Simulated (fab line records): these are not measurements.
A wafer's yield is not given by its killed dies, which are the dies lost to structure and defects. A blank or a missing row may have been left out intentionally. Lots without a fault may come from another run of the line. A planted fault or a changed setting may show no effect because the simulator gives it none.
fab line records	flow sky130
record lots=5	wafers=15	last-day=50
route steps=708 shown LI_CONTACT@364 PAD_OPEN@708
lots that met no fault: from a run of the same line without faults
start-h: start of the lot's first displayed wafer, in hours after the record's first day	wait-h: hours elapsed since this lot's preceding step	" repeats the value in the row above	L1.1+2: one row covering several wafers at once	- value missing, or start not given	* or withheld: withheld	< > ~ a bound
route shown NAME@n: a module of which the file shows steps, and the number in the route of the first	usual: mean and standard deviation over wafers with no fault	same: alike in all rows	chamber/n: place in a boat	sites: per-site readings	_std_site: the values' standard deviation	_edge_site: the outer-site mean with the inner-site mean subtracted	radius-mm: for every site, how far away it sits from the centre of the wafer	mask NAME#n: copy n	behind: tool/chamber where the wafer was last shaped	hold: cause of the lot's hold/its duration in hours/its outcome	device: transistor that didn't switch, given as n, p or np	end of line: the same wafers' tests at the end of the route	a step without rows: its recipe alone	killed: at the first sort, the dies lost to defects and structure; wafer yield is something else	map: shows each die of a wafer: x if killed, . if not, _ if none is there
set.NAME: setting as actually run; set.NAME@STEP: the setting as run at that earlier step	model.NAME: the simulator's own value behind a step, which no gauge read
lots at selected steps of the route; one table per step, one row per wafer
services: from which hour (start-h, from the record's first day; less than 0 if before it) a tool's chamber was out of use, for how many hours, and why
## steps
# step SKY_LI_CONTACT_CMP_02
# recipe material=PSG	down-force-psi=4	platen-rpm=60	pad-velocity-m-s=0.94248
# usual motor-current-A=12.7/0.72	slurry-filter-dp-kPa=13.50/0.13	time-to-endpoint-s=32.3/2.7
lot.wafer	tool	chamber	start-h	wait-h	motor-current-A	slurry-filter-dp-kPa	time-to-endpoint-s
L432.4	cmp-02	2	648.97	0.0	11.4	13.88	31.1
L432.2	"	0	"	"	13.4	13.42	29.5
L432.6	"	2	"	"	11.4	13.66	34.3
L444.3	cmp-02	3	748.51	0.4	12.4	13.36	34.6
L444.1	"	0	"	"	12.9	13.38	31.8
L444.6	"	2	"	"	11.8	13.44	33.0
L448.2	cmp-01	2	786.46	0.0	13.3	13.47	34.0
L448.1	"	3	"	"	12.9	13.31	29.4
L448.5	"	3	"	"	13.0	13.43	32.0
L450.1	cmp-02	1	790.67	0.1	11.5	13.44	33.2
L450.2	"	2	"	"	12.1	13.38	35.6
L450.6	"	3	"	"	12.2	13.40	35.3
L454.3	cmp-02	2	833.73	0.0	12.1	13.40	33.1
L454.2	"	0	"	"	12.8	13.40	34.4
L454.4	"	1	"	"	12.2	13.41	36.0
# step SKY_LI_CONTACT_BOW_MEAS_03
# recipe mode=bow
# usual LI_CONTACT_BOW=54/6.5
lot.wafer	tool	chamber	start-h	wait-h	LI_CONTACT_BOW[um]
L432.2	film-metro-03	-	649.29	0.2	44
L432.4	"	-	"	"	61
L432.6	"	-	"	"	56
L444.1	film-metro-03	-	748.76	0.1	43
L444.3	"	-	"	"	45
L444.6	"	-	"	"	47
L448.1	film-metro-02	-	786.76	0.2	57
L448.2	"	-	"	"	54
L448.5	"	-	"	"	47
L450.1	film-metro-01	-	790.87	0.1	51
L450.2	"	-	"	"	54
L450.6	"	-	"	"	48
L454.2	film-metro-01	-	834.08	0.2	57
L454.3	"	-	"	"	56
L454.4	"	-	"	"	51
# step SKY_LI_CONTACT_DEHYDRATE_04
# recipe temp-c=200	time-s=60
# step SKY_LI_CONTACT_HMDS_05
# recipe prime-time-s=60	prime-temp-c=120
# step SKY_LI_CONTACT_COAT_06
# recipe resist=BARC	temp-c=withheld	time-s=withheld	spin-rpm=3000	resist-thk-nm=60
# step SKY_LI_CONTACT_COAT_07
# recipe resist=KrF-thick	spin-rpm=3000	resist-thk-nm=450
# step SKY_LI_CONTACT_SOFTBAKE_08
# recipe temp-c=100	time-s=90	resist=KrF-thick
# step SKY_LI_CONTACT_EXPOSE_09
# recipe mask-id=LICM1	na=0.8	source-shape=annular	sigma-inner=0.55	sigma-outer=0.85	target-cd-nm=170	dose-mj=38
# step SKY_LI_CONTACT_PEB_10
# recipe peb-temp-c=withheld	peb-time-s=withheld	resist=KrF-thick
# step SKY_LI_CONTACT_DEVELOP_11
# recipe develop-time-s=60	resist=KrF-thick	dev-temp-c=21
# step SKY_LI_CONTACT_CD_MEAS_12
# recipe target-cd-nm=170
# usual cd-nm=169.6/1.7
lot.wafer	tool	chamber	start-h	wait-h	cd-nm
L432.2	cd-sem-02	-	677.95	-	169.0
L432.4	"	-	"	"	168.4
L432.6	"	-	"	"	168.7
L444.1	cd-sem-02	-	775.93	-	169.9
L444.3	"	-	"	"	171.1
L444.6	"	-	"	"	169.2
L448.1	cd-sem-01	-	815.78	-	169.0
L448.2	"	-	"	"	168.2
L448.5	"	-	"	"	169.7
L450.1	cd-sem-01	-	817.04	-	171.0
L450.2	"	-	"	"	171.5
L450.6	"	-	"	"	170.8
L454.2	cd-sem-02	-	860.42	-	170.5
L454.3	"	-	"	"	170.9
L454.4	"	-	"	"	171.1
# step SKY_LI_CONTACT_OVL_MEAS_13
# usual LI_CONTACT_OVL=0/6.2
lot.wafer	tool	chamber	start-h	wait-h	LI_CONTACT_OVL[nm]
L432.2	overlay-02	-	678.05	0.1	0
L432.4	"	-	"	"	-4
L432.6	"	-	"	"	3
L444.1	overlay-01	-	776.05	0.1	-8
L444.3	"	-	"	"	-15
L444.6	"	-	"	"	-11
L448.1	overlay-02	-	815.90	0.1	-6
L448.2	"	-	"	"	-11
L448.5	"	-	"	"	-2
L450.1	overlay-02	-	817.16	0.1	3
L450.2	"	-	"	"	-4
L450.6	"	-	"	"	-1
L454.2	overlay-02	-	860.53	0.1	18
L454.3	"	-	"	"	5
L454.4	"	-	"	"	13
# step SKY_LI_CONTACT_ETCH_14
# recipe chemistry=N2/H2	target=BARC	ion-energy-ev=200	source-w=500	bias-w=100	pressure-mtorr=30	n2-flow-sccm=100	h2-flow-sccm=200	stop-on=SiO2	time-s=45.9	target-depth-a=600
# usual drypump-motor-current-A=5.8/0.54	oes-product-au=0.854/0.0045	run-length-s=74.3/0.42	throttle-valve-pct=13.224/0.009
lot.wafer	tool	chamber	start-h	wait-h	drypump-motor-current-A	oes-product-au	rf-hours-counter-h	run-length-s	throttle-valve-pct	model.etch.depth-nm	model.KrF-thick_of_LI_CONTACT_COAT_07.thk-nm	model.LI_CONTACT.cd-nm
L432.2	rie-diel-01	0	678.08	0.0	6.2	0.857	17	74.4	13.241	60.01	394.3	168.5
L432.4	"	3	"	"	5.4	0.852	37	74.4	13.218	59.88	394	169
L432.6	"	3	"	"	5.4	0.860	-	73.9	13.223	59.95	392.2	168.9
L444.1	rie-diel-02	0	776.09	0.0	6.2	0.858	3	74.2	13.236	59.79	395.2	169.6
L444.3	"	2	"	"	5.4	0.852	8	73.7	13.221	59.86	394.9	170.5
L444.6	"	2	"	"	5.5	0.852	-	73.4	13.220	59.9	394.6	169.5
L448.1	rie-diel-04	0	815.94	0.0	6.2	0.850	13	73.8	13.229	59.74	392.8	167.7
L448.2	"	1	"	"	5.0	0.847	17	74.3	13.233	59.66	395.3	169.5
L448.5	"	0	"	"	6.1	0.853	-	73.9	13.221	59.94	395.6	168.5
L450.1	rie-diel-02	2	817.20	0.0	5.5	0.851	9	73.5	13.225	59.69	393.7	170.7
L450.2	"	1	"	"	4.8	0.856	15	74.1	13.231	59.98	394.6	170.5
L450.6	"	0	"	"	6.2	0.989	-	34.4	13.232	9.81	432.3	163.7
L454.2	rie-diel-01	1	860.56	0.0	6.5	0.859	21	74.6	13.210	60.43	394.4	171.8
L454.3	"	3	"	"	5.4	0.854	1	74.2	13.232	60.33	396.3	171.7
L454.4	"	0	"	"	6.2	0.852	21	74.4	13.237	60.26	392.9	171.1
# step SKY_LI_CONTACT_ETCH_15
# recipe target=PSG	chemistry=C4F8/O2/Ar	stop-on=Si	taper-deg=4.15	mask-material=KrF-thick	source-w=1500	bias-w=1200	pressure-mtorr=40	c4f8-flow-sccm=withheld	O2_flow_sccm=6	Ar_flow_sccm=300	time-s=withheld	target-depth-a=6000
# usual oes-product-au=0.837/0.0045
lot.wafer	tool	chamber	start-h	wait-h	oes-product-au	model.KrF-thick_of_LI_CONTACT_COAT_07.thk-nm	model.LI_CONTACT.cd-nm
L432.2	rie-diel-01	0	678.13	0.0	0.842	230.5	168.5
L432.4	"	3	"	"	0.842	232.1	168.4
L432.6	"	3	"	"	0.842	231.9	168.6
L444.1	rie-diel-02	0	776.13	0.0	0.845	234.4	169.9
L444.3	"	2	"	"	0.835	234.1	171.5
L444.6	"	2	"	"	0.836	233.3	171.3
L448.1	rie-diel-04	0	815.98	0.0	0.840	229.3	167.8
L448.2	"	1	"	"	0.838	234.1	170.2
L448.5	"	0	"	"	0.833	232.2	168.5
L450.1	rie-diel-02	2	817.24	0.0	0.840	233.6	171.9
L450.2	"	1	"	"	0.840	238.7	171
L450.6	"	0	"	"	0.836	273.7	164.1
L454.2	rie-diel-01	1	860.60	0.0	0.838	232.2	171.7
L454.3	"	3	"	"	0.839	237.4	171
L454.4	"	0	"	"	0.849	227.7	171.8
# step SKY_LI_CONTACT_STRIP_16
# recipe chemistry=O2/N2	power-w=1400	pressure-mtorr=1500	platen-temp-c=withheld	o2-flow-sccm=3000	n2-flow-sccm=300	overash-fraction=0.5
# usual drypump-motor-current-A=5.93/0.28	oes-product-au=0.376/0.0049	strip-time-to-endpoint-s=3.50/0.045
lot.wafer	tool	chamber	start-h	wait-h	drypump-motor-current-A	oes-product-au	rf-hours-counter-h	strip-time-to-endpoint-s
L432.2	plasma-asher-03	1	678.21	-	6.20	0.366	53	3.48
L432.4	"	0	"	"	5.71	0.384	-	3.52
L432.6	"	0	"	"	5.70	0.370	-	3.52
L444.1	plasma-asher-03	0	776.21	-	5.70	0.374	63	3.52
L444.3	"	0	"	"	5.71	0.381	-	3.51
L444.6	"	1	"	"	6.14	0.381	-	3.49
L448.1	plasma-asher-03	1	816.06	-	6.20	0.373	67	3.47
L448.2	"	0	"	"	5.70	0.374	67	3.52
L448.5	"	1	"	"	6.19	0.375	-	3.50
L450.1	plasma-asher-02	1	817.32	-	6.31	0.376	103	3.52
L450.2	"	0	"	"	6.08	0.374	103	3.57
L450.6	"	0	"	"	6.04	0.396	-	3.94
L454.2	plasma-asher-01	1	860.69	-	5.44	0.378	11	3.51
L454.3	"	1	"	"	5.51	0.379	-	3.55
L454.4	"	0	"	"	5.84	0.377	-	3.45
# step SKY_LI_CONTACT_CLEAN_17
# recipe chemistry=NMP	time-s=600	temp-c=60	dry=n2-spin
# step SKY_PAD_OPEN_PROBE_99
# usual killed_at_M0_to_M3=43/6.8	killed_at_M4_up=3.3/2.1	killed-at-contacts=24/5	killed-at-front-end=15/4.4	killed-at-other=0.3/0.57	killed-dies=86/9.7	killed-open=47/7.3	killed-short=39/6.1
# same gross-dies=492	killed-at-back-side=0
lot.wafer	tool	chamber	start-h	wait-h	killed_at_M0_to_M3	killed_at_M4_up	killed-at-contacts	killed-at-front-end	killed-at-other	killed-dies	killed-open	killed-short
L432.2	prober-02	-	1078.57	0.1	40	5	32	12	0	89	55	34
L432.4	prober-02	-	1078.67	0.2	22	3	26	23	0	74	45	29
L432.6	prober-02	-	1078.77	0.2	46	2	16	24	0	88	46	42
L444.1	prober-02	-	1150.95	0.1	44	7	23	27	0	101	56	45
L444.3	prober-02	-	1151.05	0.2	45	1	28	15	1	90	47	43
L444.6	prober-02	-	1151.20	0.2	38	6	21	13	0	78	43	35
L450.2	prober-02	-	1176.91	0.1	43	2	22	10	0	77	41	34
# killed by level:class
L432.2 CONTACT:geometric-particle:open=12 VIA2:geometric-particle:open=11 VIA1:geometric-particle:open=10 LI_CONTACT:geometric-particle:open=8 FIELD_ISO:geometric-particle:short=6 METAL4:geometric-particle:short=5 METAL1:geometric-particle:short=5 CONTACT:geometric-particle:short=4
L432.4 CONTACT:geometric-particle:open=10 POLY_GATE:geometric-particle:open=6 LI_CONTACT:geometric-particle:open=6 POLY_GATE:geometric-particle:short=5 VIA3:geometric-particle:open=5 FIELD_ISO:geometric-particle:open=4 LOCAL_INTERCONNECT:geometric-particle:short=4 VIA1:geometric-particle:open=4
L432.6 VIA1:geometric-particle:open=10 VIA3:geometric-particle:open=9 FIELD_ISO:geometric-particle:short=8 LI_CONTACT:geometric-particle:open=6 FIELD_ISO:geometric-particle:open=5 POLY_GATE:geometric-particle:open=5 POLY_GATE:geometric-particle:short=5 CONTACT:geometric-particle:open=5
L444.1 CONTACT:geometric-particle:open=12 POLY_GATE:geometric-particle:open=9 FIELD_ISO:geometric-particle:open=7 METAL4:geometric-particle:short=7 VIA1:geometric-particle:open=7 FIELD_ISO:geometric-particle:short=6 METAL1:geometric-particle:short=6 METAL2:geometric-particle:short=6
L444.3 CONTACT:geometric-particle:open=10 METAL2:geometric-particle:short=8 LI_CONTACT:geometric-particle:open=8 VIA3:geometric-particle:open=8 VIA1:geometric-particle:short=7 VIA1:geometric-particle:open=7 LOCAL_INTERCONNECT:geometric-particle:short=5 METAL1:geometric-particle:short=4
L444.6 VIA2:geometric-particle:open=10 CONTACT:geometric-particle:open=9 VIA1:geometric-particle:open=6 FIELD_ISO:geometric-particle:open=5 LI_CONTACT:geometric-particle:open=5 METAL1:geometric-particle:short=4 VIA3:geometric-particle:short=4 POLY_GATE:geometric-particle:open=3
L450.2 CONTACT:geometric-particle:open=13 VIA1:geometric-particle:open=8 VIA2:geometric-particle:open=6 METAL3:geometric-particle:short=6 VIA3:geometric-particle:open=6 METAL1:geometric-particle:short=5 FIELD_ISO:geometric-particle:short=4 LI_CONTACT:geometric-particle:open=3
## services
tool	chamber	start-h	hours	kind
plasma-asher-03	-	643.88	1.2	repair
cmp-02	-	645.85	2.2	repair
plasma-asher-01	-	661.18	11.0	repair
cmp-02	-	662.01	0.3	repair
plasma-asher-03	-	674.02	4.0	pm
cmp-02	-	675.43	0.6	repair
rie-diel-01	1	694.27	5.4	repair
rie-diel-02	-	706.65	1.1	repair
rie-diel-02	2	707.74	7.6	repair
cmp-01	-	714.42	2.3	repair
rie-diel-04	-	714.74	0.6	repair
cmp-02	-	726.80	4.5	pm
rie-diel-04	-	733.48	0.6	repair
plasma-asher-01	-	733.75	9.0	pm
rie-diel-04	2	753.75	4.8	repair
cmp-02	-	763.27	5.4	pm
cmp-02	-	771.91	4.4	repair
rie-diel-01	-	778.92	14.6	pm
rie-diel-02	3	805.75	4.0	repair
rie-diel-01	-	810.07	4.3	pm
cmp-02	-	834.26	0.9	repair
rie-diel-01	2	835.60	8.4	repair
cmp-02	-	849.20	1.7	repair
rie-diel-04	3	854.69	5.0	repair
## key
first-sign step=SKY_LI_CONTACT_ETCH_14	reading=run-length-s	direction=down	sigmas=94	usual=*	struck=*
effect step=SKY_LI_CONTACT_ETCH_14	reading=oes-product-au	direction=up	sigmas=30	usual=0.854	struck=0.989
effect step=SKY_LI_CONTACT_STRIP_16	reading=strip-time-to-endpoint-s	direction=up	sigmas=9.9	usual=*	struck=*
model-effect step=SKY_LI_CONTACT_ETCH_14	value=etch.depth-nm	without=60.1	struck=9.81
model-effect step=SKY_LI_CONTACT_ETCH_15	value=KrF-thick_of_LI_CONTACT_COAT_07.thk-nm	without=235.9	struck=273.7
met-at SKY_LI_CONTACT_ETCH_14
struck-wafers L450.6
tester-left-out L450
onset-between 776.09 817.20
fault kind=process-parameter-drift	tool=rie-diel-02	chamber=0	onset-h=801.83	steps=SKY_LI_CONTACT_ETCH_14	channel=time-s	offset=*	shape=step	end-h=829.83	acts-in=*	stated=*
# tester-left-out: of these lots the tester's yield and bins aren't shown, on N5 and GAA mostly nor the transistor test; their killed dies are dies lost to structure and defects alone, not to doping, threshold or leakage, so they don't give the yield
